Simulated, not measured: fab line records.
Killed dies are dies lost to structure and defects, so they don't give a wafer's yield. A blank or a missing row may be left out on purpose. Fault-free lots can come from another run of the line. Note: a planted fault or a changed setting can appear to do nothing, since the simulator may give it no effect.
Which of the tools did it?	flow gf180mcu	13 lots, 39 wafers sampled, at 6 steps of a route of 602

## WHAT THE GAUGES SHOWED, per wafer
GF_MVPSD_OVL_MEAS_07.
lot	measured	on	MVPSD_OVL (nm)
L466	day 5 05:33	overlay-01	0.8 0.3 1.8
L470	day 6 04:59	overlay-02	1.0 -0.4 -0.1
L471	day 6 11:15	overlay-01	0.7 0.7 -0.3
L475	day 7 15:39	overlay-02	0.0 -2.1 0.2
L476	day 7 20:26	overlay-01	-0.6 -1.0 0.4
L479	day 8 11:29	overlay-01	- - -
L482	day 9 06:05	overlay-02	1.8 -0.4 0.4
L483	day 9 10:20	overlay-02	0.0 -2.1 0.2
L484	day 9 19:05	overlay-02	1.1 1.0 2.2
L485	day 10 02:26	overlay-02	-0.2 -0.9 -0.9
L486	day 10 07:03	overlay-01	1.5 1.0 2.1
L487	day 10 11:11	overlay-01	0.8 0.6 0.7
L488	day 10 18:02	overlay-02	0.5 -0.5 0.2

GF_MVPSD_TW_MEAS_11.
lot	measured	on	MVPSD_TW
L466	day 5 05:59	film metro-01	549 549 544
L470	day 6 05:25	film metro-02	558 557 557
L471	day 6 11:41	film metro-01	547 546 549
L475	day 7 16:05	film metro-02	554 558 557
L476	day 7 20:53	film metro-02	557 558 556
L479	day 8 11:55	film metro-04	30 30 30
L482	day 9 06:32	film metro-04	546 542 546
L483	day 9 10:47	film metro-04	542 546 544
L484	day 9 19:31	film metro-02	556 558 557
L485	day 10 02:52	film metro-01	550 551 546
L486	day 10 07:29	film metro-01	551 548 549
L487	day 10 11:38	film metro-01	550 553 550
L488	day 10 18:28	film metro-02	561 560 560

GF_HV_LDD_CD_MEAS_46: target cd 400 nm.
lot	measured	on	cd nm (nm)
L466	day 12 15:23	cd sem-02	400.1 398.9 399.1
L470	day 13 22:53	cd sem-02	400.4 399.4 401.4
L471	day 14 08:14	cd sem-02	396.8 396.6 398.4
L475	day 15 20:28	cd sem-02	398.1 399.1 399.5
L476	day 16 03:35	cd sem-02	402.8 402.8 402.6
L479	day 17 01:55	cd sem-02	401.1 400.7 401.6
L482	day 17 23:55	cd sem-01	397.8 397.4 399.2
L483	day 18 06:29	cd sem-01	396.9 397.4 396.7
L484	day 18 19:29	cd sem-02	400.0 401.8 404.2
L485	day 19 04:41	cd sem-02	399.8 401.2 401.1
L486	day 19 09:25	cd sem-02	399.0 394.5 398.2
L487	day 19 15:49	cd sem-02	397.5 399.4 397.5
L488	day 19 23:17	cd sem-01	398.7 399.7 398.6

GF_PSD_TW_MEAS_11.
lot	measured	on	PSD_TW
L466	day 14 11:50	film metro-01	3135 3143 3131
L470	day 15 20:59	film metro-03	3124 3136 3129
L471	day 16 08:11	film metro-02	3196 3189 3195
L475	day 17 23:29	film metro-01	3125 3136 3128
L476	day 18 06:18	film metro-03	3151 3129 3146
L479	day 19 06:53	film metro-02	3203 3204 3198
L482	day 20 04:23	film metro-03	3128 3128 3118
L483	day 20 10:51	film metro-02	3181 3191 3172
L484	day 20 23:44	film metro-02	3189 3188 3170
L485	day 21 08:38	film metro-01	3155 3157 3143
L486	day 21 15:00	film metro-03	3150 3135 3151
L487	day 21 19:24	film metro-02	3197 3214 3207
L488	day 22 03:02	film metro-01	3167 3148 3156

## EACH LOT AND THE TOOL THAT RAN IT (in order: tool; ch and the chambers of the sampled wafers; start)
lot	GF_MVPSD_EXPOSE_04	GF_POLY_GATE_ETCH_12
L466	iline stepper-01 ch 0, day 4 22:29	rie diel-02 ch 0,2, day 9 10:50
L470	iline stepper-01 ch 0, day 5 21:56	rie diel-04 ch 0,2, day 10 14:21
L471	iline stepper-02 ch 0, day 6 04:06	rie diel-02 ch 1,2,3, day 10 21:32
L475	iline stepper-01 ch 0, day 7 08:31	rie diel-02 ch 0,1,2, day 12 07:35
L476	iline stepper-02 ch 0, day 7 12:45	rie diel-01 ch 1,2,3, day 12 12:35
L479	iline stepper-02 ch 0, day 8 03:26	rie diel-04 ch 0,1,2, day 13 07:57
L482	iline stepper-02 ch 0, day 8 22:46	rie diel-02 ch 1,2,3, day 14 04:44
L483	iline stepper-01 ch 0, day 9 01:58	rie diel-02 ch 0,1,2, day 14 10:23
L484	iline stepper-02 ch 0, day 9 10:43	rie diel-01 ch 0,3, day 14 21:26
L485	iline stepper-01 ch 0, day 9 18:13	rie diel-01 ch 0,2,3, day 15 06:38
L486	iline stepper-02 ch 0, day 9 23:08	rie diel-04 ch 1,3, day 15 11:38
L487	iline stepper-02 ch 0, day 10 02:35	rie diel-01 ch 1,2,3, day 15 16:44
L488	iline stepper-01 ch 0, day 10 08:58	rie diel-04 ch 1,2, day 15 23:44
- GF_MVPSD_EXPOSE_04: exposes mask MVPSD, target cd 1000 nm.
- GF_POLY_GATE_ETCH_12: etches BARC in N2/H2.

## WHAT THE TOOLS THEMSELVES READ (means of the sampled wafers that have a number; where no wafer has one, the mark that the record gives instead)
GF_POLY_GATE_ETCH_12.
lot	tool	drypump motor current A (A)	h2 flow sccm (sccm)	oes product au (a.u.)	throttle valve pct (%)
L466	rie diel-02	6.1	199.9	0.733	13.215
L470	rie diel-04	6.1	200.3	0.738	13.218
L471	rie diel-02	6.2	199.7	0.735	13.205
L475	rie diel-02	5.9	200.0	0.735	13.221
L476	rie diel-01	5.9	200.4	0.731	13.209
L479	rie diel-04	5.9	200.0	0.734	13.216
L482	rie diel-02	6.3	199.1	0.736	13.215
L483	rie diel-02	5.9	199.5	0.733	13.197
L484	rie diel-01	6.1	201.0	0.737	13.215
L485	rie diel-01	6.0	200.4	0.734	13.212
L486	rie diel-04	6.0	200.7	0.732	13.213
L487	rie diel-01	5.9	200.0	0.737	13.213
L488	rie diel-04	5.6	200.6	0.733	13.214

## THE ANSWER, worked out from the rows above alone
Rule: usual is defined by the lots themselves. Put in order of their means at a reading, lots are off if they are a third of the lots or fewer, leave a main group of 4 or more, and stand apart from it by a gap of 3 or more times the standard deviation of the main group's means; of several such gaps the widest counts. Not used: any main group whose means are identical at the precision the tables above print for the reading. Also off: a lot with no number at a reading for which 4 or more lots have one. All remaining lots with rows at the step are treated as sound. Order of review: gauges by route order, followed by the tools' own readings, for which a lot's mean as printed above is used. At the first step where some lot is off, the reading lying furthest off is the one used; lots without a number count as furthest.
Off: at GF_MVPSD_OVL_MEAS_07 (MVPSD_OVL), L479. Without a number there: L479. The main group: mean 0.3 nm, standard deviation 0.75.
A tool fits if, at a process step before that reading, it ran every lot that is off, and no sound lot after the first of them. Not tried: the gauges at GF_MVPSD_OVL_MEAS_07; whatever is off there is also off at GF_MVPSD_TW_MEAS_11, on other tools, and gauge error can't account for it. No candidate that was tried fits.

## WHAT THE SIMULATOR HAD PUT IN
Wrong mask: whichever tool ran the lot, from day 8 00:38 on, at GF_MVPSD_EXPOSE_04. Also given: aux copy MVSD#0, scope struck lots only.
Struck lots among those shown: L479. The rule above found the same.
